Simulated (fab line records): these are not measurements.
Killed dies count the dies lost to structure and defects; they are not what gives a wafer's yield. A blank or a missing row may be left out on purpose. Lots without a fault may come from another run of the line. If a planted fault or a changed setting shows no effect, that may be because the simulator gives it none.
A lot that was struck, set against a sound lot / flow sky130 / 16 steps out of a route of 708
Sound: wafers L971.3, L971.4, L971.6. Struck: wafer L987.6. (L987.1, L987.4 of the same lot were not struck and are left out.) The cause comes at the end.
Each step with rows lists, per side, the tool, then ch with its chambers, then its first start. Under that, the readings that differ: sound wafers / struck wafers / difference of the means / sigmas: that difference in standard deviations of wafers without a fault.
alike: a reading whose means differ by less than 2 such deviations, as well as words and numbers matching on both sides. not compared: withheld readings; readings where some wafer has no value; bounds like >300 that might hide an equal value; numbers whose values overlap and for which the record gives no deviation.
A row with sigmas, a row that says differs or no value, or rows on one side alone: a step with any of these is where the two part. Numbers that have no deviation but don't overlap get no sigmas and don't part them. A reading missing from all wafers of one side parts the sides only when that side holds two or more wafers.

SKY_SD_N_OVL_MEAS_08:
  struck on overlay-02, day 34 07:14; sound on overlay-01, day 29 11:42
  alike: SD_N_OVL
then, 2 steps without rows for these wafers: SKY_SD_N_IMPLANT_09; SKY_SD_N_IMPLANT_10.
SKY_SD_N_STRIP_11: strips in O2/N2.
  sound on plasmaAsher-03 ch 0,1, day 29 12:04; struck on plasmaAsher-02 ch 0, day 34 07:34
reading=drypumpMotorCurrentA (A); sound=6.2 5.7 5.6; struck=4.8; difference=-1.0; sigmas=-2
  alike: oesProductAu, stripTimeToEndpointS
  not compared: rfHoursCounterH
SKY_SD_N_TW_MEAS_12:
  struck on filmMetro-01, day 34 07:40; sound on filmMetro-01, day 29 12:08
  alike: SD_N_TW
then, 1 step without rows for these wafers: SKY_SD_N_CLEAN_13 (cleans in SC1/SC2, time 150 s).
SKY_SD_N_RTA_14: time 2 s.
  sound on rtpAnneal-02 ch 0, day 29 12:15; struck on rtpAnneal-01 ch 0, day 34 07:47
  alike: annealTempCMax, lampPowerPct, wafer_temp_C_max
SKY_SD_N_RS_MEAS_16: uses a four-point probe to measure.
  struck on filmMetro-03, day 34 07:57; sound on filmMetro-04, day 29 12:27
  alike: SD_N_RS
SKY_SD_N_RS_MEAS_17: uses a four-point probe to measure.
  struck on filmMetro-03, day 34 08:04; sound on filmMetro-04, day 29 12:34
  alike: SD_P_RS
SKY_SD_N_RS_MEAS_18: uses a four-point probe to measure.
  struck on filmMetro-03, day 34 08:11; sound on filmMetro-04, day 29 12:41
  alike: RES_XHIGH_RS
then, 1 step without rows for these wafers: SKY_SALICIDE_CLEAN_00 (cleans in HF-last, time 30 s).
SKY_LI_CONTACT_HDPCVD_00: deposits PSG, target thk 930 nm, time 155 s.
  sound on hdpcvd-01 ch 0,1,2, day 29 12:47; struck on hdpcvd-02 ch 2, day 34 08:20
reading=runLengthS (s); sound=182.7 181.6 183.6; struck=214.0; difference=+31.4; sigmas=+45
reading=model.PSG_of_LI_CONTACT_HDPCVD_00.thkNm (nm); sound=917.8 928.2 920.7; struck=1112; difference=+190; sigmas=
  alike: susceptorTempC
SKY_LI_CONTACT_THK_MEAS_01:
  struck on filmMetro-03, day 34 08:26; sound on filmMetro-01, day 29 12:55
reading=LI_CONTACT_HDPCVD_THK (nm); sound=918 929 921; struck=1111; difference=+188; sigmas=+19
SKY_LI_CONTACT_CMP_02: polishes PSG.
  sound on cmp-02 ch 0,1,3, day 29 13:00; struck on cmp-02 ch 1, day 34 08:32
reading=timeToEndpointS (s); sound=23 29 31; struck=51; difference=+23; sigmas=+7
  alike: motorCurrentA, slurryFilterDpKPa
SKY_LI_CONTACT_BOW_MEAS_03:
  struck on filmMetro-04, day 34 08:47; sound on filmMetro-04, day 29 13:17
  alike: LI_CONTACT_BOW
SKY_PAD_OPEN_PROBE_99:
  sound wafers here have rows in the record (prober-02, day 46 23:56); struck ones have none

WHERE THEY PART
Earliest at SKY_SD_N_STRIP_11; latest, in this record, at SKY_PAD_OPEN_PROBE_99.

WHY: whatever the simulator had introduced
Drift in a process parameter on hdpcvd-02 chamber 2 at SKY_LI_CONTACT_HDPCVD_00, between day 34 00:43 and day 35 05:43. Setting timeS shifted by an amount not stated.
